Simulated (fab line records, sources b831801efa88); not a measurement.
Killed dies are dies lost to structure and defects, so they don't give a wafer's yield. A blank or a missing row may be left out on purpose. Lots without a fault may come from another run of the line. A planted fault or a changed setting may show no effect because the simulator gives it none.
Which tool did it? | flow gf180mcu | 6 lots, 18 wafers sampled, at 1 step of a route of 602

WHAT THE GAUGES READ, wafer by wafer
GF_V4_CD_MEAS_14: target cd 260 nm.
lot  | measured     | on        | cd_nm (nm)
L473 | day 24 15:47 | cd_sem-02 | 260.0 260.7 259.6
L475 | day 25 02:25 | cd_sem-02 | 261.3 261.5 260.2
L478 | day 26 11:04 | cd_sem-01 | 259.6 259.1 261.4
L484 | day 28 11:05 | cd_sem-02 | 259.7 258.8 258.4
L489 | day 29 16:11 | cd_sem-02 | 260.3 260.7 259.1
L493 | day 30 22:08 | cd_sem-01 | 258.3 259.0 259.4

WHICH TOOL RAN EACH LOT (tool, then ch and the chambers of the sampled wafers, then the start)
The record holds no process step before these readings.

THE ANSWER, worked out from the rows above alone
Rule: what is usual is taken from the lots themselves. Put in order of their means at a reading, lots are off if they are a third of the lots or fewer, leave a main group of 4 or more, and stand apart from it by a gap of 3 or more times the standard deviation of the main group's means; of several such gaps the widest counts. A main group whose means are all the same, to the digits that the tables above print for the reading, isn't used. A lot without any number at a reading at which 4 lots or more have one is off too. The other lots that the step has rows for count as sound.
No lot is off at any reading shown: from this, nothing can be told.

WHAT THE SIMULATOR HAD PUT IN
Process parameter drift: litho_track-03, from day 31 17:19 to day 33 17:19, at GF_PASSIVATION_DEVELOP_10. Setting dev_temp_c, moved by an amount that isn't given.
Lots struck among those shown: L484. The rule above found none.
